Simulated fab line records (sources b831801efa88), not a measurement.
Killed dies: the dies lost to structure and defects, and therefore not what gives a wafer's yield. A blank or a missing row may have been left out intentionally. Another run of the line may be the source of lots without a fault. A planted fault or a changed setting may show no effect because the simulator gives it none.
fab line records -- flow sky130
record lots=11, wafers=33, last_day=50
route steps=708 shown METAL1@451 METAL2@501 VIA2@521 PAD_OPEN@708
lots that met no fault: taken from a fault-free run of the same line
start_h: start of the lot's first displayed wafer, in hours after the record's first day -- wait_h: hours from the lot's prior step to this one -- " identical to the entry in the row above -- L1.1+2: one row covering several wafers at once -- - value missing, or start not given -- * or withheld: withheld -- < > ~ a bound
route shown NAME@n: names a module that has steps shown in the file, with the first one's number in the route -- usual: the fault-free wafers' mean and standard deviation -- same: alike in all rows -- chamber/n: place in a boat -- sites: readings site by site -- _std_site: standard deviation of those values -- _edge_site: the outer-site mean with the inner-site mean subtracted -- radius_mm: for every site, how far away it sits from the centre of the wafer -- mask NAME#n: copy n -- behind: the tool/chamber that last shaped the wafer -- hold: why the lot went on hold/how many hours it stayed there/how the hold came to an end -- device: transistor that didn't switch, given as n, p or np -- end of line: the tests these same wafers got at the end of their route -- a step without rows: its recipe alone -- killed: dies lost to structure and defects at the first sort, not the wafer's yield -- map: a wafer's dies, x killed, . not, _ none there
set.NAME: the setting that was run; set.NAME@STEP: the one run at that earlier step -- model.NAME: the simulator's own value behind a step, which no gauge read
route steps across a sampled set of lots; one table per step, one row per wafer
services: a tool's chamber out of use, with start hour (start_h, from the record's first day; less than 0 if before it), hours out, and reason
## steps
# step SKY_METAL1_DESCUM_17
# recipe chemistry=O2, source_power_w=150, bias_power_w=0, pressure_mtorr=10, temp_c=40, time_s=8
# usual drypump_motor_current_A=5.8/0.42, oes_product_au=0.996/0.0095
lot.wafer,tool,chamber,start_h,wait_h,drypump_motor_current_A,oes_product_au,rf_hours_counter_h
L166.1,rie_metal-03,1,801.45,0.0,5.6,0.991,14
L166.2,rie_metal-03,1,801.45,0.0,5.6,0.998,-
L166.4,rie_metal-03,1,801.45,0.0,5.6,0.981,-
L168.1,rie_metal-03,0,880.06,0.0,6.2,1.005,3
L168.2,rie_metal-03,0,880.06,0.0,6.2,0.990,-
L168.6,rie_metal-03,0,880.06,0.0,6.3,0.991,-
L174.3,rie_metal-03,0,882.22,0.0,6.2,0.999,-
L174.4,rie_metal-03,0,882.22,0.0,6.3,1.001,-
L174.6,rie_metal-03,0,882.22,0.0,6.3,0.993,-
L173.2,rie_metal-03,0,883.92,0.0,6.3,0.987,-
L173.3,rie_metal-03,0,883.92,0.0,6.3,0.990,-
L173.4,rie_metal-03,0,883.92,0.0,6.3,0.980,-
L171.1,rie_metal-01,0,884.36,0.0,6.2,0.994,11
L171.4,rie_metal-01,1,884.36,0.0,5.0,0.994,-
L171.5,rie_metal-01,1,884.36,0.0,5.0,0.990,-
L175.1,rie_metal-04,0,886.86,0.0,5.8,0.999,7
L175.3,rie_metal-04,0,886.86,0.0,5.8,1.005,-
L175.4,rie_metal-04,0,886.86,0.0,5.8,0.996,-
L176.1,rie_metal-03,0,890.86,0.0,6.2,0.987,4
L176.3,rie_metal-03,0,890.86,0.0,6.2,0.986,-
L176.4,rie_metal-03,0,890.86,0.0,6.3,0.985,-
L181.1,rie_metal-01,1,894.76,0.0,5.1,0.971,3
L181.3,rie_metal-01,1,894.76,0.0,5.0,0.993,-
L181.4,rie_metal-01,0,894.76,0.0,6.2,1.012,-
L182.2,rie_metal-04,0,903.30,0.0,5.8,0.999,8
L182.5,rie_metal-04,1,903.30,0.0,5.2,0.998,-
L182.6,rie_metal-04,0,903.30,0.0,5.8,1.006,-
L185.2,rie_metal-03,1,915.41,0.0,5.6,0.986,1
L185.4,rie_metal-03,1,915.41,0.0,5.6,0.994,-
L185.5,rie_metal-03,1,915.41,0.0,5.6,0.989,-
L186.3,rie_metal-04,0,933.51,0.0,5.9,1.009,-
L186.4,rie_metal-04,1,933.51,0.0,5.2,0.991,-
L186.6,rie_metal-04,0,933.51,0.0,5.8,1.007,-
# step SKY_METAL1_STRIP_20
# recipe chemistry=O2/N2, power_w=1400, pressure_mtorr=1500, platen_temp_c=withheld, o2_flow_sccm=3000, n2_flow_sccm=300, overash_fraction=0.5
# usual drypump_motor_current_A=5.8/0.61, oes_product_au=0.343/0.0047, strip_time_to_endpoint_s=2.71/0.038
lot.wafer,tool,chamber,start_h,wait_h,drypump_motor_current_A,oes_product_au,rf_hours_counter_h,strip_time_to_endpoint_s
L166.1,plasma_asher-04,0,801.82,0.1,5.2,0.343,6,2.71
L166.2,plasma_asher-04,1,801.82,0.1,6.4,0.341,6,2.77
L166.4,plasma_asher-04,1,801.82,0.1,6.4,0.347,-,2.76
L168.1,plasma_asher-02,0,880.43,0.1,6.7,0.340,111,2.70
L168.2,plasma_asher-02,1,880.43,0.1,5.3,0.343,111,2.69
L168.6,plasma_asher-02,0,880.43,0.1,6.8,0.344,-,2.70
L174.3,plasma_asher-04,0,882.60,0.1,5.2,0.357,-,2.72
L174.4,plasma_asher-04,1,882.60,0.1,6.5,0.336,-,2.70
L174.6,plasma_asher-04,0,882.60,0.1,5.2,0.350,-,2.74
L173.2,plasma_asher-04,0,884.28,0.1,5.2,0.352,16,2.77
L173.3,plasma_asher-04,0,884.28,0.1,5.2,0.350,-,2.74
L173.4,plasma_asher-04,1,884.28,0.1,6.5,0.341,-,2.78
L171.1,plasma_asher-01,0,884.55,0.1,5.3,0.334,66,2.71
L171.4,plasma_asher-01,0,884.55,0.1,5.3,0.336,-,2.75
L171.5,plasma_asher-01,0,884.55,0.1,5.3,0.344,-,2.74
L175.1,plasma_asher-01,1,887.23,0.1,5.6,0.345,67,2.70
L175.3,plasma_asher-01,0,887.23,0.1,5.3,0.344,-,2.64
L175.4,plasma_asher-01,1,887.23,0.1,5.6,0.341,-,2.69
L176.1,plasma_asher-04,1,891.23,0.1,6.5,0.346,17,2.74
L176.3,plasma_asher-04,1,891.23,0.1,6.5,0.341,-,2.75
L176.4,plasma_asher-04,0,891.23,0.1,5.2,0.347,-,2.77
L181.1,plasma_asher-04,1,894.95,0.1,6.5,0.345,17,2.78
L181.3,plasma_asher-04,1,894.95,0.1,6.5,0.346,-,2.75
L181.4,plasma_asher-04,0,894.95,0.1,5.2,0.352,-,2.67
L182.2,plasma_asher-02,0,903.48,0.1,6.7,0.350,113,2.71
L182.5,plasma_asher-02,1,903.48,0.1,5.3,0.342,-,2.72
L182.6,plasma_asher-02,0,903.48,0.1,6.7,0.342,-,2.73
L185.2,plasma_asher-04,1,915.60,0.1,6.4,0.335,19,2.70
L185.4,plasma_asher-04,1,915.60,0.1,6.4,0.344,-,2.70
L185.5,plasma_asher-04,1,915.60,0.1,6.5,0.337,-,2.71
L186.3,plasma_asher-04,0,933.72,0.1,5.3,0.350,-,2.71
L186.4,plasma_asher-04,1,933.72,0.1,6.4,0.341,-,2.77
L186.6,plasma_asher-04,0,933.72,0.1,5.3,0.343,-,2.72
# step SKY_METAL2_ETCH_18
# recipe chemistry=N2/H2, target=BARC, ion_energy_ev=200, bias_w=100, pressure_mtorr=30, n2_flow_sccm=100, h2_flow_sccm=200, icp_w=500, stop_on=SiO2, time_s=45.9, target_depth_a=600
# usual bias_w=99.99/0.3, drypump_motor_current_A=5.8/0.43, oes_product_au=0.855/0.0048, throttle_valve_pct=13.225/0.0084
lot.wafer,tool,chamber,start_h,wait_h,bias_w,drypump_motor_current_A,oes_product_au,rf_hours_counter_h,throttle_valve_pct
L166.1,rie_metal-03,1,855.58,0.0,99.67,5.6,0.857,18,13.223
L166.2,rie_metal-03,0,855.58,0.0,100.17,6.3,0.856,2,13.225
L166.4,rie_metal-03,1,855.58,0.0,100.25,5.6,0.862,-,13.237
L168.1,rie_metal-02,0,934.80,0.0,100.06,6.5,0.853,9,13.237
L168.2,rie_metal-02,1,934.80,0.0,99.57,5.3,0.853,7,13.226
L168.6,rie_metal-02,1,934.80,0.0,99.55,5.3,0.856,-,13.228
L174.3,rie_metal-04,1,935.82,0.0,100.01,5.2,0.864,-,13.212
L174.4,rie_metal-04,0,935.82,0.0,100.40,5.9,0.853,-,13.243
L174.6,rie_metal-04,1,935.82,0.0,100.38,5.2,0.848,-,13.224
L173.2,rie_metal-03,1,936.75,0.0,99.80,5.6,0.856,2,13.229
L173.3,rie_metal-03,1,936.75,0.0,99.98,5.6,0.856,-,13.234
L173.4,rie_metal-03,0,936.75,0.0,99.85,6.3,0.859,-,13.225
L171.1,rie_metal-04,0,936.93,0.0,99.85,5.9,0.853,10,13.222
L171.4,rie_metal-04,0,936.93,0.0,99.68,5.9,0.857,-,13.222
L171.5,rie_metal-04,1,936.93,0.0,100.35,5.2,0.854,-,13.231
L175.1,rie_metal-03,1,939.82,0.1,99.88,5.6,0.846,2,13.218
L175.3,rie_metal-03,1,939.82,0.1,99.96,5.6,0.852,-,13.227
L175.4,rie_metal-03,1,939.82,0.1,100.05,5.6,0.855,-,13.234
L176.1,rie_metal-03,1,942.02,0.1,99.85,5.6,0.854,2,13.219
L176.3,rie_metal-03,1,942.02,0.1,99.68,5.6,0.855,-,13.223
L176.4,rie_metal-03,1,942.02,0.1,99.72,5.6,0.852,-,13.208
L181.1,rie_metal-02,1,945.60,0.0,99.78,5.3,0.855,8,13.220
L181.3,rie_metal-02,1,945.60,0.0,99.75,5.3,0.858,-,13.233
L181.4,rie_metal-02,0,945.60,0.0,99.91,6.5,0.849,-,13.235
L182.2,rie_metal-03,1,954.29,0.0,112.80,5.6,0.856,3,13.214
L182.5,rie_metal-03,1,954.29,0.0,113.13,5.6,0.855,-,13.219
L182.6,rie_metal-03,0,954.29,0.0,100.03,6.3,0.855,-,13.220
L185.2,rie_metal-03,1,967.69,0.0,113.41,5.6,0.860,4,13.221
L185.4,rie_metal-03,1,967.69,0.0,113.15,5.6,0.857,-,13.228
L185.5,rie_metal-03,0,967.69,0.0,99.56,6.3,0.857,-,13.230
L186.3,rie_metal-02,0,983.80,0.0,100.07,6.5,0.852,-,13.206
L186.4,rie_metal-02,1,983.80,0.0,100.61,5.3,0.861,-,13.231
L186.6,rie_metal-02,0,983.80,0.0,99.87,6.5,0.851,-,13.216
# step SKY_VIA2_ETCH_14
# recipe chemistry=N2/H2, target=BARC, ion_energy_ev=200, source_w=500, bias_w=100, pressure_mtorr=30, n2_flow_sccm=100, h2_flow_sccm=200, stop_on=SiO2, time_s=45.9, target_depth_a=600
# usual bias_w=99.99/0.29, drypump_motor_current_A=5.7/0.36, oes_product_au=0.854/0.0053, throttle_valve_pct=13.225/0.0098
lot.wafer,tool,chamber,start_h,wait_h,bias_w,drypump_motor_current_A,oes_product_au,rf_hours_counter_h,throttle_valve_pct
L166.1,rie_diel-03,2,883.20,0.0,100.29,5.7,0.848,18,13.222
L166.2,rie_diel-03,0,883.20,0.0,100.18,5.9,0.858,8,13.223
L166.4,rie_diel-03,3,883.20,0.0,99.81,5.4,0.854,9,13.210
L168.1,rie_diel-03,2,961.40,0.0,99.93,5.7,0.860,20,13.236
L168.2,rie_diel-03,1,961.40,0.0,99.81,5.5,0.854,18,13.222
L168.6,rie_diel-03,2,961.40,0.0,99.97,5.7,0.850,-,13.221
L174.3,rie_diel-01,3,962.22,0.0,100.19,6.0,0.849,14,13.237
L174.4,rie_diel-01,2,962.22,0.0,99.33,5.8,0.850,8,13.213
L174.6,rie_diel-01,0,962.22,0.0,100.71,5.3,0.852,-,13.216
L173.2,rie_diel-01,2,962.92,0.0,100.09,5.8,0.860,8,13.219
L173.3,rie_diel-01,0,962.92,0.0,99.84,5.3,0.864,14,13.227
L173.4,rie_diel-01,1,962.92,0.0,99.90,6.4,0.848,19,13.230
L171.1,rie_diel-01,2,963.86,0.0,100.13,5.8,0.844,8,13.220
L171.4,rie_diel-01,3,963.86,0.0,99.54,6.0,0.855,14,13.226
L171.5,rie_diel-01,1,963.86,0.0,100.55,6.4,0.851,-,13.236
L175.1,rie_diel-03,2,966.45,0.0,99.92,5.6,0.854,20,13.219
L175.3,rie_diel-03,1,966.45,0.0,100.10,5.4,0.847,18,13.224
L175.4,rie_diel-03,3,966.45,0.0,100.10,5.4,0.857,11,13.228
L176.1,rie_diel-04,3,968.70,0.0,99.91,5.8,0.855,14,13.225
L176.3,rie_diel-04,2,968.70,0.0,100.02,6.1,0.854,21,13.222
L176.4,rie_diel-04,0,968.70,0.0,99.84,5.4,0.855,15,13.218
L181.1,rie_diel-01,0,972.05,0.0,99.76,5.3,0.849,14,13.237
L181.3,rie_diel-01,3,972.05,0.0,99.66,6.0,0.849,15,13.220
L181.4,rie_diel-01,1,972.05,0.0,100.40,6.4,0.854,20,13.226
L182.2,rie_diel-01,1,979.25,0.0,100.13,6.4,0.847,20,13.240
L182.5,rie_diel-01,0,979.25,0.0,100.40,5.3,0.845,-,13.228
L182.6,rie_diel-01,1,979.25,0.0,99.85,6.4,0.854,-,13.242
L185.2,rie_diel-04,0,991.46,0.0,99.82,5.4,0.853,16,13.224
L185.4,rie_diel-04,1,991.46,0.0,100.10,5.2,0.858,3,13.222
L185.5,rie_diel-04,3,991.46,0.0,99.98,5.7,0.856,-,13.222
L186.3,rie_diel-04,0,1007.81,0.0,99.88,5.4,0.855,16,13.205
L186.4,rie_diel-04,2,1007.81,0.0,99.60,6.0,0.856,21,13.201
L186.6,rie_diel-04,0,1007.81,0.0,100.66,5.4,0.864,-,13.219
# step SKY_PAD_OPEN_PROBE_99
# usual defect_limited_yield=82.8/2, killed_at_M0_to_M3=42/7.3, killed_at_M4_up=3.4/2, killed_at_contacts=24/5.8, killed_at_front_end=15/4.6, killed_at_other=0.3/0.62, killed_dies=84/9.8, killed_open=47/6.9, killed_short=38/6.3, sort_bin_3_pad_short=0.8/0.38, sort_bin_5_function=10.2/1.5, sort_bin_6_memory=6.2/1.1, sort_n_pass=408/9.8, sort_yield_pct=82.8/2
# same gross_dies=492, killed_at_back_side=0, sort_bin_4_leakage[%]=0, sort_bin_8_speed[%]=0
lot.wafer,tool,chamber,start_h,wait_h,defect_limited_yield[%],killed_at_M0_to_M3,killed_at_M4_up,killed_at_contacts,killed_at_front_end,killed_at_other,killed_dies,killed_open,killed_short,sort_bin_3_pad_short[%],sort_bin_5_function[%],sort_bin_6_memory[%],sort_n_pass,sort_yield_pct[%]
L173.2,prober-01,-,1168.25,0.1,82.7,39,2,29,15,0,85,51,34,0.8,10.4,6.1,407,82.7
L171.1,prober-02,-,1169.70,0.1,80.3,49,4,29,14,1,97,50,47,0.4,12.4,6.9,395,80.3
L171.4,prober-02,-,1169.85,0.2,79.7,45,6,29,18,2,100,50,50,0.8,11.6,7.9,392,79.7
L171.5,prober-02,-,1169.90,0.2,82.5,49,4,22,11,0,86,48,38,1.0,9.8,6.7,406,82.5
L185.2,prober-01,-,1189.06,0.1,83.5,43,3,22,13,0,81,45,36,0.8,10.6,5.1,411,83.5
L185.4,prober-01,-,1189.16,0.2,83.7,40,5,18,17,0,80,46,34,0.4,9.3,6.5,412,83.7
L185.5,prober-01,-,1189.21,0.2,80.3,47,2,27,19,2,97,61,36,0.6,12.4,6.7,395,80.3
# killed by level:class
L173.2 CONTACT:geometric_particle:open=12 VIA1:geometric_particle:open=11 CONTACT:geometric_particle:short=6 VIA2:geometric_particle:open=6 FIELD_ISO:geometric_particle:open=5 VIA3:geometric_particle:open=5 VIA1:geometric_particle:short=5 LI_CONTACT:geometric_particle:short=4
L171.1 VIA1:geometric_particle:open=11 CONTACT:geometric_particle:open=9 CONTACT:geometric_particle:short=7 VIA2:geometric_particle:open=7 VIA3:geometric_particle:open=6 METAL3:geometric_particle:short=6 LI_CONTACT:geometric_particle:short=4 LI_CONTACT:geometric_particle:open=4
L171.4 LOCAL_INTERCONNECT:geometric_particle:short=9 VIA2:geometric_particle:open=8 CONTACT:geometric_particle:open=8 METAL1:geometric_particle:short=8 POLY_GATE:geometric_particle:open=7 VIA1:geometric_particle:open=7 METAL2:geometric_particle:short=6 LI_CONTACT:geometric_particle:open=5
L171.5 VIA2:geometric_particle:open=10 VIA1:geometric_particle:open=10 METAL2:geometric_particle:short=8 LOCAL_INTERCONNECT:geometric_particle:short=6 LI_CONTACT:geometric_particle:open=6 FIELD_ISO:geometric_particle:open=4 METAL1:geometric_particle:short=4 VIA1:geometric_particle:short=4
L185.2 VIA2:geometric_particle:open=10 VIA1:geometric_particle:open=8 FIELD_ISO:geometric_particle:open=6 LI_CONTACT:geometric_particle:open=6 LOCAL_INTERCONNECT:geometric_particle:short=5 CONTACT:geometric_particle:open=5 VIA3:geometric_particle:open=5 POLY_GATE:geometric_particle:short=4
L185.4 VIA1:geometric_particle:open=13 METAL2:geometric_particle:short=7 FIELD_ISO:geometric_particle:open=6 POLY_GATE:geometric_particle:open=5 CONTACT:geometric_particle:open=5 VIA3:geometric_particle:open=5 LI_CONTACT:geometric_particle:open=4 VIA1:geometric_particle:short=4
L185.5 CONTACT:geometric_particle:open=13 VIA2:geometric_particle:open=10 LI_CONTACT:geometric_particle:open=9 VIA3:geometric_particle:open=8 FIELD_ISO:geometric_particle:short=6 FIELD_ISO:geometric_particle:open=6 VIA1:geometric_particle:open=6 METAL2:geometric_particle:short=5
## services
tool,chamber,start_h,hours,kind
rie_diel-03,2,783.19,1.8,repair
plasma_asher-01,-,820.06,63.2,repair
rie_diel-03,2,832.68,2.2,repair
rie_metal-01,0,834.26,3.8,repair
rie_metal-02,0,842.74,2.6,repair
rie_metal-02,-,844.66,14.6,pm
rie_diel-04,1,858.89,1.8,repair
rie_metal-02,0,866.58,8.9,repair
rie_metal-04,1,870.82,19.7,repair
plasma_asher-02,-,880.89,1.8,repair
plasma_asher-02,-,924.88,1.4,repair
plasma_asher-04,-,925.19,4.8,repair
rie_diel-03,-,934.25,4.3,pm
rie_metal-03,0,938.67,11.0,repair
rie_metal-01,-,940.63,2.8,pm
rie_diel-04,-,944.37,14.6,pm
plasma_asher-01,-,946.84,2.0,repair
rie_diel-04,3,959.14,5.7,repair
rie_diel-04,1,960.11,3.0,repair
rie_diel-01,-,974.13,1.5,repair
plasma_asher-01,-,978.56,2.8,pm
rie_diel-03,2,988.33,1.7,repair
rie_diel-03,0,997.76,4.1,repair
rie_diel-04,2,998.49,7.2,repair
## key
first_sign step=SKY_METAL2_ETCH_18, reading=bias_w, direction=up, sigmas=44, usual=99.99, struck=113.12
effect none on later readings
met_at SKY_METAL2_ETCH_18
struck_lots L182,L185
struck_wafers L182.2,L182.5,L185.2,L185.4
not_acting_at SKY_METAL1_DESCUM_17,SKY_METAL1_STRIP_20,SKY_VIA2_ETCH_14
onset_between 942.02 954.29
fault kind=process_parameter_drift, tool=rie_metal-03, chamber=1, onset_h=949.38, steps=SKY_METAL2_ETCH_18, channel=bias_w, offset=13.081, shape=step, end_h=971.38, acts_in=these_recipes_only, stated=100
